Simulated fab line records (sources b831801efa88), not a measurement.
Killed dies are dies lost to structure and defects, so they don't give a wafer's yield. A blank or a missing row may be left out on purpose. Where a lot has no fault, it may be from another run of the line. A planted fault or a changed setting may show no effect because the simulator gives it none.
Which tool was responsible?	flow gf180mcu	13 lots, 35 wafers sampled, at 5 steps of a route of 602

## WHAT EACH GAUGE READ, for each wafer
GF_CONTACT_BOW_MEAS_05.
lot	measured	on	CONTACT_BOW (um)
L974	day 15 04:17	film metro-03	63 58 69
L976	day 15 22:35	film metro-04	64 78 81
L978	day 16 10:22	film metro-02	69 63 63
L979	day 17 00:24	film metro-04	55 61 50
L980	day 17 03:41	film metro-04	73 54 58
L981	day 17 15:29	film metro-02	65 55 59
L982	day 18 00:59	film metro-04	41 58 56
L984	day 18 22:20	film metro-02	62 68 73
L986	day 19 16:10	film metro-02	54
L987	day 19 23:05	film metro-03	66
L993	day 21 22:40	film metro-04	71 66 74
L994	day 22 11:31	film metro-03	58 56 72
L996	day 22 21:49	film metro-02	63 57 62

GF_M1_RS_MEAS_05: the measuring method here is four-point-probe.
lot	measured	on	M1_ALCU_RS (ohm/sq)
L974	day 16 03:55	film metro-04	0.0697 0.0699 0.0702
L976	day 16 22:19	film metro-04	0.0692 0.0696 0.0696
L978	day 17 10:19	film metro-04	0.0691 0.0698 0.0712
L979	day 18 01:28	film metro-04	0.0713 0.0714 0.0708
L980	day 18 04:43	film metro-03	0.0699 0.0706 0.0692
L981	day 18 16:22	film metro-03	0.0696 0.0702 0.0705
L982	day 19 01:46	film metro-01	0.0692 0.0701 0.0691
L984	day 20 00:24	film metro-04	0.0709 0.0701 0.0694
L986	day 20 17:38	film metro-01	0.0705
L987	day 21 01:04	film metro-03	0.0705
L993	day 22 23:12	film metro-01	0.0699 0.0694 0.0693
L994	day 23 11:52	film metro-01	0.0705 0.0705 0.0705
L996	day 23 22:19	film metro-01	0.0706 0.0712 0.0695

GF_V1_THK_MEAS_03.
lot	measured	on	V1_CVD_02_THK (nm)
L974	day 17 02:53	film metro-01	842 837 845
L976	day 17 22:26	film metro-03	861 864 887
L978	day 18 10:31	film metro-01	849 843 861
L979	day 19 01:59	film metro-03	852 853 864
L980	day 19 05:38	film metro-03	856 859 867
L981	day 19 17:22	film metro-03	847 854 859
L982	day 20 03:41	film metro-01	838 837 844
L984	day 21 01:02	film metro-01	856 874 880
L986	day 21 18:22	film metro-02	797 796
L987	day 21 23:45	film metro-03	791 792
L993	day 23 22:23	film metro-02	882 846 886
L994	day 24 11:21	film metro-03	852 867 868
L996	day 24 21:08	film metro-02	852 860 861

## TOOL THAT RAN EACH LOT (tool first, then ch and the chambers of the sampled wafers, then the start)
lot	GF_M1_SPUTTER_02	GF_V1_CVD_02
L974	pvd sputter-04, day 16 03:49	pecvd-01 ch 0,1,2, day 17 02:48
L976	pvd sputter-04, day 16 22:14	pecvd-04 ch 1,2, day 17 22:22
L978	pvd sputter-04, day 17 10:12	pecvd-01 ch 0,1,2, day 18 10:26
L979	pvd sputter-02, day 18 01:19	pecvd-01 ch 0,1,2, day 19 01:55
L980	pvd sputter-01, day 18 04:34	pecvd-01 ch 0,1,2, day 19 05:34
L981	pvd sputter-04, day 18 16:16	pecvd-03 ch 0,2, day 19 17:17
L982	pvd sputter-02, day 19 01:40	pecvd-03 ch 1,2, day 20 03:35
L984	pvd sputter-02, day 20 00:16	pecvd-04 ch 0,1,2, day 21 00:59
L986	pvd sputter-01, day 20 17:32	pecvd-03 ch 0, day 21 18:17
L987	pvd sputter-02, day 21 00:58	pecvd-03 ch 0, day 21 23:40
L993	pvd sputter-04, day 22 23:07	pecvd-04 ch 1,2, day 23 22:19
L994	pvd sputter-02, day 23 11:44	pecvd-01 ch 0,2, day 24 11:16
L996	pvd sputter-01, day 23 22:10	pecvd-01 ch 0,1,2, day 24 21:04
- GF_M1_SPUTTER_02: material AlCu, target thk 450 nm, time 23.9 s.
- GF_V1_CVD_02: deposits SiO2 from TEOS, target thk 850 nm, time 94.851 s.

## AS READ BY THE TOOLS THEMSELVES (means over the sampled wafers that have a number; for cases with no such wafer, the mark the record gives instead)
GF_M1_SPUTTER_02.
lot	tool	throttle valve pct (%)
L974	pvd sputter-04	30.1
L976	pvd sputter-04	29.6
L978	pvd sputter-04	30.2
L979	pvd sputter-02	30.0
L980	pvd sputter-01	30.7
L981	pvd sputter-04	30.0
L982	pvd sputter-02	29.9
L984	pvd sputter-02	30.7
L986	pvd sputter-01	28.8
L987	pvd sputter-02	31.6
L993	pvd sputter-04	30.2
L994	pvd sputter-02	30.1
L996	pvd sputter-01	30.5

GF_V1_CVD_02.
lot	tool	heater power outer w (W)	heater power w (W)	rf fwd power W (W)
L974	pecvd-01	376	636	596.9
L976	pecvd-04	386	679	594.2
L978	pecvd-01	326	586	594.7
L979	pecvd-01	339	612	595.2
L980	pecvd-01	398	671	594.2
L981	pecvd-03	382	674	595.8
L982	pecvd-03	390	705	597.0
L984	pecvd-04	374	653	594.6
L986	pecvd-03	447	762	501.7
L987	pecvd-03	454	757	501.9
L993	pecvd-04	344	619	595.1
L994	pecvd-01	337	606	594.3
L996	pecvd-01	348	603	591.0

## THE ANSWER, worked out from the rows above alone
Rule: what is usual is taken from the lots themselves. Put in order of their means at a reading, lots are off if they are a third of the lots or fewer, leave a main group of 4 or more, and stand apart from it by a gap of 3 or more times the standard deviation of the main group's means; of several such gaps the widest counts. A main group whose means are all the same, to the digits that the tables above print for the reading, isn't used. Also off: a lot with no number at a reading for which 4 or more lots have one. Any other lot the step has rows for is counted as sound. Order of review: gauges by route order, followed by the tools' own readings, for which a lot's mean as printed above is used. At the first step where some lot is off, the reading lying furthest off is the one used; lots without a number count as furthest.
Off: L986, L987, at GF_V1_THK_MEAS_03 (V1_CVD_02_THK). For the main group the mean is 858 nm and the standard deviation 10.
If a tool, at a process step before that reading, ran all the lots that are off and no sound lot after the first of them, it fits. The gauges at GF_V1_THK_MEAS_03 aren't tried: what is off there is off at GF_V1_CVD_02 too, on other tools, and a gauge's error can't cause that. One fits: pecvd-03 at GF_V1_CVD_02. A fault onset in the window from L982 (day 20 03:35, its last sound lot) to L986 (day 21 18:17, its first lot off) fits.
The tool's own readings at GF_V1_CVD_02 bear it out: on the lots that are off they differ by more than 5 times the standard deviation of the sound lots' means. rf fwd power W reads 501.8 W there against 594.8 W on the sound lots.

## WHAT THE SIMULATOR PUT IN
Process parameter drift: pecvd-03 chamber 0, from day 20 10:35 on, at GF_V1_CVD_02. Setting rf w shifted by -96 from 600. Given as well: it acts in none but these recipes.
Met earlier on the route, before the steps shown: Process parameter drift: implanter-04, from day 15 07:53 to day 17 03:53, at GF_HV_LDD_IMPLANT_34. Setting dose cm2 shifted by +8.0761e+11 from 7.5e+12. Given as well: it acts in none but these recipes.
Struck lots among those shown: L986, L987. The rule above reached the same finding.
